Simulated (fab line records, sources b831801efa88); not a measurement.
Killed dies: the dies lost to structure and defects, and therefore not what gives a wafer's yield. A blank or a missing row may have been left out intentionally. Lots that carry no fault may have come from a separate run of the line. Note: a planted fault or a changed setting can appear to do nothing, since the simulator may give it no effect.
fab line records    flow sky130
record lots=7  wafers=21  lastDay=49
route steps=708 shown FIELD_ISO@1
lots that met no fault: taken from a fault-free run of the same line
startH: hours from the record's opening day to when the first of the lot's shown wafers began    waitH: hours from the lot's prior step to this one    " identical to the entry in the row above    L1.1+2: several wafers, shown together as one row    - value missing, or start not given    * or withheld: withheld    < > ~ a bound
route shown NAME@n: names a module that has steps shown in the file, with the first one's number in the route    usual: mean and standard deviation over wafers with no fault    same: alike in all rows    chamber/n: place in a boat    sites: the reading at each site    _std_site: the values' standard deviation    _edge_site: mean of outer sites minus mean of inner sites    radiusMm: how far each site lies from the wafer's centre    mask NAME#n: copy n    behind: the most recent tool/chamber to have shaped the wafer    hold: why the lot was held/for how many hours/how that ended    device: transistor that didn't switch, given as n, p or np    end of line: tests of these same wafers at the route's end    a step given without rows: its recipe and nothing more    killed: the dies lost at the first sort to structure and to defects; this is not the yield of the wafer    map: a wafer's dies, x killed, . not, _ none there
set.NAME: the setting that was run; set.NAME@STEP: the one run at that earlier step    model.NAME: the simulator's own value behind a step, which no gauge read
lots at some steps of the route; a table a step, a row a wafer
services: a tool's chamber out of use, with start hour (startH, from the record's first day; less than 0 if before it), hours out, and reason
## steps
# step SKY_FIELD_ISO_BOW_MEAS_00
# recipe mode=bow
# usual INCOMING_BOW=0/6.9
lot.wafer  tool          chamber  startH  waitH  INCOMING_BOW[um]
L410.1     filmMetro-01  -        15.00   -      3
L410.4     "             -        "       "      9
L410.6     "             -        "       "      0
L411.1     filmMetro-04  -        20.00   -      -13
L411.3     "             -        "       "      3
L411.4     "             -        "       "      -3
L412.2     filmMetro-02  -        25.02   -      8
L412.3     "             -        "       "      3
L412.5     "             -        "       "      16
L413.2     filmMetro-02  -        30.02   -      -8
L413.3     "             -        "       "      -15
L413.5     "             -        "       "      9
L414.1     filmMetro-02  -        35.00   -      6
L414.3     "             -        "       "      -9
L414.6     "             -        "       "      0
L415.1     filmMetro-02  -        40.00   -      3
L415.4     "             -        "       "      0
L415.6     "             -        "       "      16
L424.3     filmMetro-04  -        85.04   -      6
L424.5     "             -        "       "      0
L424.6     "             -        "       "      -2
# step SKY_FIELD_ISO_OXIDATION_01
# recipe tempC=900  ambient=O2  stabiliseS=600  purgeS=300  targetThkA=120  oxTimeS=1843
# step SKY_FIELD_ISO_THK_MEAS_02
# recipe reads=SiO2_of_FIELD_ISO_OXIDATION_01
# usual FIELD_ISO_OXIDATION_00_THK=12.03/0.27
lot.wafer  tool          chamber  startH  waitH  FIELD_ISO_OXIDATION_00_THK[nm]
L410.1     filmMetro-01  -        17.02   0.0    12.48
L410.4     "             -        "       "      12.39
L410.6     "             -        "       "      12.43
L411.1     filmMetro-02  -        23.09   0.0    12.59
L411.3     "             -        "       "      12.58
L411.4     "             -        "       "      12.59
L412.2     filmMetro-04  -        27.51   0.0    12.27
L412.3     "             -        "       "      12.21
L412.5     "             -        "       "      12.21
L413.2     filmMetro-02  -        33.11   0.0    12.44
L413.3     "             -        "       "      12.46
L413.5     "             -        "       "      12.35
L414.1     filmMetro-02  -        37.23   0.0    11.96
L414.3     "             -        "       "      11.90
L414.6     "             -        "       "      11.91
L415.1     filmMetro-04  -        42.71   0.0    12.04
L415.4     "             -        "       "      12.16
L415.6     "             -        "       "      12.36
L424.3     filmMetro-04  -        86.65   0.0    12.06
L424.5     "             -        "       "      11.97
L424.6     "             -        "       "      12.17
# step SKY_FIELD_ISO_CVD_03
# recipe material=Si3N4  precursor=DCS/NH3  targetThkNm=165  tempC=770  timeS=2830  pressureMtorr=250
# usual spikeTcTopC=782.6/2.6
lot.wafer  tool      chamber  startH  waitH  spikeTcTopC
L410.1     lpcvd-02  1        17.08   0.1    786.1
L410.4     "         1        "       "      786.8
L410.6     "         1        "       "      784.9
L411.1     lpcvd-02  0        23.15   0.1    780.1
L411.3     "         0        "       "      780.0
L411.4     "         0        "       "      780.8
L412.2     lpcvd-02  1        27.56   0.0    785.8
L412.3     "         1        "       "      786.5
L412.5     "         1        "       "      786.6
L413.2     lpcvd-02  0        34.03   0.9    780.8
L413.3     "         0        "       "      781.7
L413.5     "         0        "       "      780.3
L414.1     lpcvd-02  0        37.29   0.1    780.3
L414.3     "         0        "       "      779.2
L414.6     "         0        "       "      781.1
L415.1     lpcvd-02  0        43.72   1.0    780.6
L415.4     "         0        "       "      781.4
L415.6     "         0        "       "      780.0
L424.3     lpcvd-02  1        87.60   0.9    786.5
L424.5     "         1        "       "      787.8
L424.6     "         1        "       "      787.0
# step SKY_FIELD_ISO_THK_MEAS_04
# recipe reads=Si3N4_of_FIELD_ISO_CVD_03
# usual FIELD_ISO_CVD_03_THK=164.6/1.5
lot.wafer  tool          chamber  startH  waitH  FIELD_ISO_CVD_03_THK[nm]
L410.1     filmMetro-04  -        18.87   0.0    164.5
L410.4     "             -        "       "      164.1
L410.6     "             -        "       "      165.1
L411.1     filmMetro-01  -        24.94   0.0    162.4
L411.3     "             -        "       "      161.1
L411.4     "             -        "       "      162.7
L412.2     filmMetro-01  -        29.36   0.0    167.1
L412.3     "             -        "       "      165.5
L412.5     "             -        "       "      165.7
L413.2     filmMetro-02  -        35.83   0.0    145.3
L413.3     "             -        "       "      145.2
L413.5     "             -        "       "      145.4
L414.1     filmMetro-01  -        39.08   0.0    147.5
L414.3     "             -        "       "      148.9
L414.6     "             -        "       "      148.1
L415.1     filmMetro-02  -        45.50   0.0    148.1
L415.4     "             -        "       "      147.8
L415.6     "             -        "       "      147.3
L424.3     filmMetro-04  -        89.40   0.0    164.1
L424.5     "             -        "       "      163.6
L424.6     "             -        "       "      163.5
# step SKY_FIELD_ISO_DEHYDRATE_05
# recipe tempC=200  timeS=60
# step SKY_FIELD_ISO_HMDS_06
# recipe primeTimeS=60  primeTempC=120
# step SKY_FIELD_ISO_COAT_07
# recipe resist=BARC  tempC=withheld  timeS=withheld  spinRpm=3000  resistThkNm=60
# step SKY_FIELD_ISO_COAT_08
# recipe resist=KrF-thick  spinRpm=3000  resistThkNm=450
# step SKY_FIELD_ISO_SOFTBAKE_09
# recipe tempC=100  timeS=90  resist=KrF-thick
# step SKY_FIELD_ISO_EXPOSE_10
# recipe maskId=FOM  na=0.68  sourceShape=annular  sigmaInner=0.4  sigmaOuter=0.8  targetCdNm=150  doseMj=28
# step SKY_FIELD_ISO_PEB_11
# recipe pebTempC=withheld  pebTimeS=withheld  resist=KrF-thick
# step SKY_FIELD_ISO_DEVELOP_12
# recipe developTimeS=60  resist=KrF-thick  devTempC=21
# step SKY_FIELD_ISO_CD_MEAS_13
# recipe targetCdNm=150
# usual cdNm=149.6/1.3
lot.wafer  tool      chamber  startH  waitH  cdNm
L410.1     cdSem-01  -        33.63   -      151.2
L410.4     "         -        "       "      149.5
L410.6     "         -        "       "      150.0
L411.1     cdSem-02  -        39.08   -      150.8
L411.3     "         -        "       "      150.2
L411.4     "         -        "       "      151.3
L412.2     cdSem-02  -        44.94   -      150.8
L412.3     "         -        "       "      150.3
L412.5     "         -        "       "      150.5
L413.2     cdSem-02  -        50.89   -      149.3
L413.3     "         -        "       "      148.7
L413.5     "         -        "       "      149.1
L414.1     cdSem-02  -        54.43   -      146.4
L414.3     "         -        "       "      147.7
L414.6     "         -        "       "      146.6
L415.1     cdSem-02  -        61.43   -      151.4
L415.4     "         -        "       "      150.1
L415.6     "         -        "       "      150.0
L424.3     cdSem-01  -        107.71  -      152.1
L424.5     "         -        "       "      152.7
L424.6     "         -        "       "      151.0
# step SKY_FIELD_ISO_ETCH_14
# recipe chemistry=N2/H2  target=BARC  ionEnergyEv=200  sourceW=500  biasW=100  pressureMtorr=30  n2FlowSccm=100  h2FlowSccm=200  stopOn=SiO2  timeS=45.9  targetDepthA=600
# usual biasW=99.99/0.3  drypumpMotorCurrentA=5.6/0.35  oesProductAu=0.854/0.0046  throttleValvePct=13.224/0.0074
lot.wafer  tool        chamber  startH  waitH  biasW   drypumpMotorCurrentA  oesProductAu  rfHoursCounterH  throttleValvePct
L410.1     rieDiel-02  2        33.75   0.1    100.57  5.8                   0.856         64               13.235
L410.4     "           0        "       "      100.52  5.5                   0.856         138              13.220
L410.6     "           2        "       "      100.07  5.8                   0.851         -                13.222
L411.1     rieDiel-02  1        39.20   0.1    99.58   5.7                   0.851         4                13.227
L411.3     "           3        "       "      99.96   6.0                   0.855         53               13.221
L411.4     "           2        "       "      99.43   5.8                   0.848         64               13.222
L412.2     rieDiel-01  2        45.04   0.1    100.09  5.0                   0.858         44               13.221
L412.3     "           3        "       "      100.12  5.3                   0.851         1                13.223
L412.5     "           3        "       "      99.96   5.3                   0.849         -                13.239
L413.2     rieDiel-02  3        50.99   0.1    100.32  6.0                   0.859         53               13.221
L413.3     "           0        "       "      100.53  5.5                   0.858         138              13.233
L413.5     "           3        "       "      100.17  6.0                   0.846         -                13.236
L414.1     rieDiel-01  3        54.55   0.1    100.14  5.3                   0.848         1                13.226
L414.3     "           0        "       "      99.93   5.8                   0.858         131              13.217
L414.6     "           0        "       "      100.21  5.8                   0.857         -                13.214
L415.1     rieDiel-01  2        61.55   0.1    99.64   5.0                   0.850         44               13.213
L415.4     "           3        "       "      100.02  5.3                   0.852         1                13.227
L415.6     "           1        "       "      99.87   6.1                   0.854         -                13.216
L424.3     rieDiel-01  3        107.79  0.1    100.27  5.3                   0.856         2                13.222
L424.5     "           1        "       "      99.89   6.1                   0.855         -                13.222
L424.6     "           0        "       "      100.01  5.8                   0.857         -                13.231
# step SKY_FIELD_ISO_ETCH_15
# recipe chemistry=CHF3/O2  targetDepthNm=180  stopOn=Si  sourceW=600  biasW=200  pressureMtorr=40  chf3FlowSccm=50  O2_flow_sccm=5  timeS=72
# usual biasW=199.9/0.57  drypumpMotorCurrentA=5.6/0.35  oesProductAu=0.945/0.0069  throttleValvePct=8.843/0.0091
lot.wafer  tool        chamber  startH  waitH  biasW  drypumpMotorCurrentA  oesProductAu  rfHoursCounterH  throttleValvePct
L410.1     rieDiel-02  2        33.79   0.0    199.8  5.8                   0.946         64               8.841
L410.4     "           0        "       "      201.3  5.5                   0.946         138              8.821
L410.6     "           2        "       "      199.5  5.8                   0.944         -                8.843
L411.1     rieDiel-02  1        39.24   0.0    200.4  5.7                   0.938         4                8.844
L411.3     "           3        "       "      199.9  6.0                   0.924         53               8.835
L411.4     "           2        "       "      199.8  5.8                   0.945         64               8.834
L412.2     rieDiel-01  2        45.08   0.0    200.0  5.0                   0.956         44               8.838
L412.3     "           3        "       "      199.7  5.2                   0.947         1                8.845
L412.5     "           3        "       "      199.3  5.3                   0.948         -                8.845
L413.2     rieDiel-02  3        51.03   0.0    199.2  6.0                   0.882         53               8.824
L413.3     "           0        "       "      200.1  5.5                   0.872         138              8.813
L413.5     "           3        "       "      198.7  6.0                   0.881         -                8.815
L414.1     rieDiel-01  3        54.59   0.0    200.1  5.2                   0.878         1                8.826
L414.3     "           0        "       "      199.5  5.8                   0.885         131              8.822
L414.6     "           0        "       "      199.2  5.8                   0.891         -                8.820
L415.1     rieDiel-01  2        61.59   0.0    199.7  5.1                   0.893         44               8.837
L415.4     "           3        "       "      199.9  5.3                   0.894         1                8.831
L415.6     "           1        "       "      199.7  6.1                   0.880         -                8.808
L424.3     rieDiel-01  3        107.83  0.0    199.6  5.3                   0.940         2                8.842
L424.5     "           1        "       "      199.3  6.1                   0.944         -                8.854
L424.6     "           0        "       "      200.6  5.9                   0.941         -                8.845
# step SKY_FIELD_ISO_STRIP_16
# recipe chemistry=O2/N2  powerW=1400  pressureMtorr=1500  platenTempC=withheld  o2FlowSccm=3000  n2FlowSccm=300  overashFraction=0.5
# usual drypumpMotorCurrentA=5.6/0.52  oesProductAu=0.376/0.0053  stripTimeToEndpointS=3.52/0.042
lot.wafer  tool            chamber  startH  waitH  drypumpMotorCurrentA  oesProductAu  rfHoursCounterH  stripTimeToEndpointS
L410.1     plasmaAsher-02  1        33.85   0.0    5.2                   0.379         35               3.47
L410.4     "               0        "       "      6.2                   0.368         -                3.48
L410.6     "               1        "       "      5.2                   0.379         -                3.49
L411.1     plasmaAsher-03  1        39.30   0.0    5.3                   0.382         23               3.57
L411.3     "               0        "       "      5.8                   0.381         -                3.51
L411.4     "               1        "       "      5.3                   0.382         -                3.46
L412.2     plasmaAsher-03  0        45.14   0.0    5.8                   0.387         23               3.52
L412.3     "               0        "       "      5.8                   0.370         -                3.54
L412.5     "               1        "       "      5.3                   0.384         -                3.52
L413.2     plasmaAsher-03  0        51.09   0.0    5.8                   0.375         24               3.56
L413.3     "               1        "       "      5.3                   0.374         -                3.47
L413.5     "               1        "       "      5.3                   0.378         -                3.55
L414.1     plasmaAsher-04  0        54.65   0.0    6.5                   0.371         37               3.55
L414.3     "               1        "       "      4.7                   0.366         -                3.49
L414.6     "               0        "       "      6.5                   0.375         -                3.53
L415.1     plasmaAsher-03  1        61.65   0.0    5.3                   0.377         25               3.50
L415.4     "               1        "       "      5.3                   0.378         -                3.54
L415.6     "               0        "       "      5.8                   0.374         -                3.56
L424.3     plasmaAsher-03  0        107.92  0.1    5.8                   0.371         -                3.56
L424.5     "               1        "       "      5.3                   0.384         -                3.54
L424.6     "               0        "       "      5.8                   0.368         -                3.49
## services
tool            chamber  startH  hours  kind
rieDiel-01      1        17.23   3.8    repair
rieDiel-02      1        22.06   4.6    repair
rieDiel-01      -        23.03   0.1    repair
rieDiel-02      1        31.59   2.0    repair
rieDiel-01      1        37.88   4.6    repair
plasmaAsher-02  -        54.48   2.1    repair
plasmaAsher-04  -        54.83   14.6   pm
rieDiel-01      -        60.41   0.2    repair
rieDiel-01      -        71.15   1.9    repair
rieDiel-01      1        73.53   6.4    repair
rieDiel-02      -        102.53  0.4    repair
## key
firstSign step=SKY_FIELD_ISO_THK_MEAS_04  reading=FIELD_ISO_CVD_03_THK  direction=down  sigmas=11  usual=164.6  struck=147.1
effect step=SKY_FIELD_ISO_ETCH_15  reading=oesProductAu  direction=down  sigmas=8.8  usual=0.945  struck=0.884
metAt SKY_FIELD_ISO_CVD_03
struckWafers L413.2,L413.3,L413.5,L414.1,L414.3,L414.6,L415.1,L415.4,L415.6
sortLeftOut L413.2,L413.3,L413.5
testerLeftOut L413,L414,L415
fault kind=siteProfileDrift  tool=lpcvd-02  chamber=0  onsetH=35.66  steps=SKY_FIELD_ISO_CVD_03  basis=fraction  maxAbsDrift=0.23983  slopeSharePerHr=53.295  sitePattern=0,0,0,0,0,-1,-1,-1,-1
# testerLeftOut: of these lots the tester's yield and bins aren't shown, on N5 and GAA mostly nor the transistor test; their killed dies are dies lost to structure and defects alone, not to doping, threshold or leakage, so they don't give the yield
# sortLeftOut: the simulated sort isn't trusted on such a fault, so these wafers' sort isn't shown, and their yield isn't known
